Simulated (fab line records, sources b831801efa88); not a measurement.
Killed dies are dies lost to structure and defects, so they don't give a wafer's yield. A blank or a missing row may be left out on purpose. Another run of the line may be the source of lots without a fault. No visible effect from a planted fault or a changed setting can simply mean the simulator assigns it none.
Comparing a struck lot with a sound one || flow sky130 || 45 out of 708 route steps
Sound: the wafers L891.1, L891.3, L891.4. Struck: wafer L902.1. (L902.3 of the same lot was not struck and is left out.) The cause comes at the end.
At each step with rows: each side's tool, then ch and its chambers, then its first start. Under that, the readings that differ: sound wafers || struck wafers || difference of the means || sigmas: that difference in standard deviations of wafers without a fault.
alike: readings with means less than 2 such deviations apart, plus words and numbers identical on both sides. not compared: withheld readings, readings lacking a value on some wafer, bounds such as >300 that could conceal the same value, and numbers that have no deviation in the record and whose values overlap.
Wherever a step has rows on one side only, a row that says differs or no value, or a row with sigmas, the two part there. Non-overlapping numbers with no deviation appear without sigmas and do not part them. A reading that every wafer of one side lacks parts them only if that side has two wafers or more.

first, 3 steps without rows for these wafers: SKY_LI_CONTACT_EXPOSE_09 (exposes mask LICM1, target cd 170 nm); SKY_LI_CONTACT_PEB_10; SKY_LI_CONTACT_DEVELOP_11 (develop time 60 s).
SKY_LI_CONTACT_CD_MEAS_12: the cd target is 170 nm.
  sound on cd_sem-01, day 31 17:20; struck on cd_sem-01, day 35 03:47
  alike: cd_nm
SKY_LI_CONTACT_OVL_MEAS_13:
  sound on overlay-02, day 31 17:27; struck on overlay-02, day 35 03:54
  alike: LI_CONTACT_OVL
then, 2 steps without rows for these wafers: SKY_LI_CONTACT_ETCH_14 (etches BARC in N2/H2, stops on SiO2, time 45.9 s, target depth 60 nm); SKY_LI_CONTACT_ETCH_15 (etches PSG in C4F8/O2/Ar, stops on Si, target depth 600 nm).
SKY_LI_CONTACT_STRIP_16: strips in O2/N2.
  sound on plasma_asher-01 ch 0,1, day 31 17:37; struck on plasma_asher-03 ch 0, day 35 04:04
  alike: drypump_motor_current_A, oes_product_au, strip_time_to_endpoint_s
  not compared: rf_hours_counter_h
then, 2 steps without rows for these wafers: SKY_LI_CONTACT_CLEAN_17 (cleans in NMP, time 600 s); SKY_LI_CONTACT_PRE_CLEAN_18 (time 5.6 s).
SKY_LI_CONTACT_SPUTTER_19: material Ti, target thk 20 nm, time 106.37 s.
  sound on pvd_sputter-04, day 31 17:55; struck on pvd_sputter-03, day 35 04:23
  alike: throttle_valve_pct
then, 1 step without rows for these wafers: SKY_LI_CONTACT_SPUTTER_20 (material TiN, target thk 20 nm, time 80 s).
SKY_LI_CONTACT_CVD_21: deposits W, target thk 400 nm, time 120.56 s.
  sound on cvd_w-02 ch 0,1, day 31 18:03; struck on cvd_w-01 ch 0, day 35 04:31
{"reading": "model.W_of_LI_CONTACT_CVD_21.thk_nm (nm)", "sound": "394.1 392.4 392.3", "struck": 415.1, "difference": "+22.2", "sigmas": ""}
  alike: heater_power_w
SKY_LI_CONTACT_RS_MEAS_22: the measuring method here is four-point-probe.
  sound on film_metro-01, day 31 18:10; struck on film_metro-01, day 35 04:38
{"reading": "LI_CONTACT_W_RS (ohm/sq)", "sound": "0.288 0.290 0.290", "struck": 0.274, "difference": -0.015, "sigmas": -4}
SKY_LI_CONTACT_THK_MEAS_23: measures by xrf.
  sound on film_metro-01, day 31 18:17; struck on film_metro-01, day 35 04:46
{"reading": "LI_CONTACT_W_THK (nm)", "sound": "387 389 388", "struck": 403, "difference": "+15", "sigmas": "+3"}
then, 2 steps without rows for these wafers: SKY_LI_CONTACT_CMP_24 (polishes, stops on PSG, t overpolish 20 s, target thk 0 nm); SKY_LOCAL_INTERCONNECT_SPUTTER_00 (material TiN, target thk 100 nm, time 83.3 s).
SKY_LOCAL_INTERCONNECT_RS_MEAS_01: the measuring method here is four-point-probe.
  sound on film_metro-03, day 31 18:43; struck on film_metro-02, day 35 05:11
  alike: LOCAL_INTERCONNECT_TIN_RS
SKY_LOCAL_INTERCONNECT_THK_MEAS_02: measures by xrf.
  sound on film_metro-03, day 31 18:50; struck on film_metro-02, day 35 05:18
{"reading": "LOCAL_INTERCONNECT_TIN_THK (nm)", "sound": "101.4 100.8 101.6", "struck": 99.0, "difference": -2.3, "sigmas": -2}
then, 8 steps without rows for these wafers: SKY_LOCAL_INTERCONNECT_DEHYDRATE_03 (time 60 s); SKY_LOCAL_INTERCONNECT_HMDS_04 (prime time 60 s); SKY_LOCAL_INTERCONNECT_COAT_05 (resist thk 60 nm); SKY_LOCAL_INTERCONNECT_COAT_06 (resist thk 450 nm); SKY_LOCAL_INTERCONNECT_SOFTBAKE_07 (time 90 s); SKY_LOCAL_INTERCONNECT_EXPOSE_08 (exposes mask LI1M, target cd 170 nm); SKY_LOCAL_INTERCONNECT_PEB_09; SKY_LOCAL_INTERCONNECT_DEVELOP_10 (develop time 60 s).
SKY_LOCAL_INTERCONNECT_CD_MEAS_11: the cd target is 170 nm.
  sound on cd_sem-02, day 32 22:55; struck on cd_sem-01, day 36 07:46
  alike: cd_nm
SKY_LOCAL_INTERCONNECT_OVL_MEAS_12:
  sound on overlay-01, day 32 23:02; struck on overlay-01, day 36 07:53
  alike: LOCAL_INTERCONNECT_OVL
SKY_LOCAL_INTERCONNECT_ETCH_13: etches BARC in N2/H2, stops on SiO2, time 45.9 s, target depth 60 nm.
  sound on rie_metal-04 ch 0,1, day 32 23:04; struck on rie_metal-01 ch 1, day 36 07:56
{"reading": "oes_product_au (a.u.)", "sound": "0.847 0.857 0.851", "struck": 0.862, "difference": "+0.010", "sigmas": "+2"}
  alike: drypump_motor_current_A, he_backside_leak_sccm, throttle_valve_pct
  not compared: rf_hours_counter_h
SKY_LOCAL_INTERCONNECT_METAL_ETCH_14: etches TiN in Cl2/BCl3, stops on PSG, target depth 110 nm, time 31.4 s.
  sound on rie_metal-04 ch 0,1, day 32 23:08; struck on rie_metal-01 ch 1, day 36 07:59
  alike: drypump_motor_current_A, he_backside_leak_sccm, oes_product_au, throttle_valve_pct
  not compared: rf_hours_counter_h
then, 4 steps without rows for these wafers: SKY_LOCAL_INTERCONNECT_STRIP_15 (strips in O2/N2); SKY_LOCAL_INTERCONNECT_STRIP_16 (strips in post etch residue remover, time 1200 s); SKY_LOCAL_INTERCONNECT_CLEAN_17 (cleans in IPA, time 180 s); SKY_LOCAL_INTERCONNECT_CLEAN_18 (cleans in O3/DIW).
SKY_CONTACT_CVD_00: deposits Si3N4, target thk 75 nm.
  sound on pecvd-02 ch 1,2, day 32 23:47; struck on pecvd-03 ch 2, day 36 08:40
  alike: heater_power_w
SKY_CONTACT_THK_MEAS_01:
  sound on film_metro-01, day 32 23:49; struck on film_metro-04, day 36 08:42
  alike: CONTACT_CVD_00_THK
then, 1 step without rows for these wafers: SKY_CONTACT_HDPCVD_02 (deposits SiO2, target thk 565 nm, time 94.2 s).
SKY_CONTACT_THK_MEAS_03:
  sound on film_metro-04, day 32 23:57; struck on film_metro-03, day 36 08:50
  alike: CONTACT_HDPCVD_THK
then, 1 step without rows for these wafers: SKY_CONTACT_CMP_04 (polishes SiO2).
SKY_CONTACT_BOW_MEAS_05:
  sound on film_metro-04, day 33 00:19; struck on film_metro-04, day 36 09:11
  alike: CONTACT_BOW
then, 1 step without rows for these wafers: SKY_CONTACT_DEHYDRATE_06 (time 60 s).
-- the record jumps here: 10 days lie between the struck wafers' starts before and after (it left off in module CONTACT and takes up again in module VIA4, whose first step shown is number 640 of the route) --
SKY_VIA4_THK_MEAS_01:
  sound on film_metro-03, day 43 23:19; struck on film_metro-03, day 46 17:20
  alike: VIA4_HDPCVD_THK
  not compared: hold
SKY_VIA4_CMP_02: polishes SiO2.
  sound on cmp-02 ch 1,2,3, day 43 23:55; struck on cmp-02 ch 2, day 46 19:22
{"reading": "hold", "sound": "- - -", "struck": "await_dispo/1.9h/release", "difference": "no value on the sound wafers", "sigmas": ""}
  alike: motor_current_A, slurry_flow_ml_min
then, 1 step without rows for these wafers: SKY_PAD_OPEN_PROBE_99.

WHERE THEY PART
At SKY_LI_CONTACT_RS_MEAS_22 first; at SKY_VIA4_CMP_02 last (within this record only).

WHY: whatever the simulator had introduced
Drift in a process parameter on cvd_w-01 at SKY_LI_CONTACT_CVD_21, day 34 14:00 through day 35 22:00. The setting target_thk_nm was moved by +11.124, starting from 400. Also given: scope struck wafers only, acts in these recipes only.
